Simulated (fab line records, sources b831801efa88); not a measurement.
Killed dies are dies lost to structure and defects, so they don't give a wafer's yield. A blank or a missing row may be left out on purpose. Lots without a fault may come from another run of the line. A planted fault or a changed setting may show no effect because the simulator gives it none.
Chamber matching | flow sky130 | SKY_VIA2_CMP_02 on cmp-02: 4 sister chambers
The step polishes SiO2. 4 wafers are shown with their chamber, then 7 later ones without.

WAFERS WITH THEIR CHAMBER
wafer  | chamber | motor_current_A (A)
L130.4 | 3       | 12.3
L136.1 | 2       | 12.0
L136.4 | 0       | 11.3
L137.5 | 1       | 10.4

WAFERS WITHOUT THEIR CHAMBER
wafer  | motor_current_A (A)
L137.6 | 11.8
L148.2 | 12.9
L148.4 | 11.4
L148.5 | 11.7
L147.3 | 12.0
L147.4 | 10.7
L147.5 | 11.0

WHICH CHAMBER EACH WENT THROUGH
wafer  | from the rows above          | in truth
L137.6 | can't be placed: 2 or 0 or 3 | 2
L148.2 | can't be placed: 3 or 2      | 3
L148.4 | can't be placed: 0 or 2      | 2
L148.5 | can't be placed: 2 or 0 or 3 | 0
L147.3 | can't be placed: 2 or 3      | 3
L147.4 | can't be placed: 1 or 0      | 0
L147.5 | can't be placed: 0 or 1      | 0
Placed correctly: 0 of 7. Can't be placed from these rows: 7 (the true chamber is among the candidates in 7). Placed wrongly: 0.
How it was worked out, from the rows above alone: a wafer's distance from a chamber is the root of the sum, over the readings, of the square of ((its reading less the chamber's mean) divided by the reading's scatter). The wafer belongs to the nearest chamber; if the next one is less than 2 further off, it can't be placed. A chamber's mean is the mean of its shown wafers. The scatter: with one shown wafer a chamber, the root of the mean of the squares of how far each hidden wafer lies from its nearest shown one.
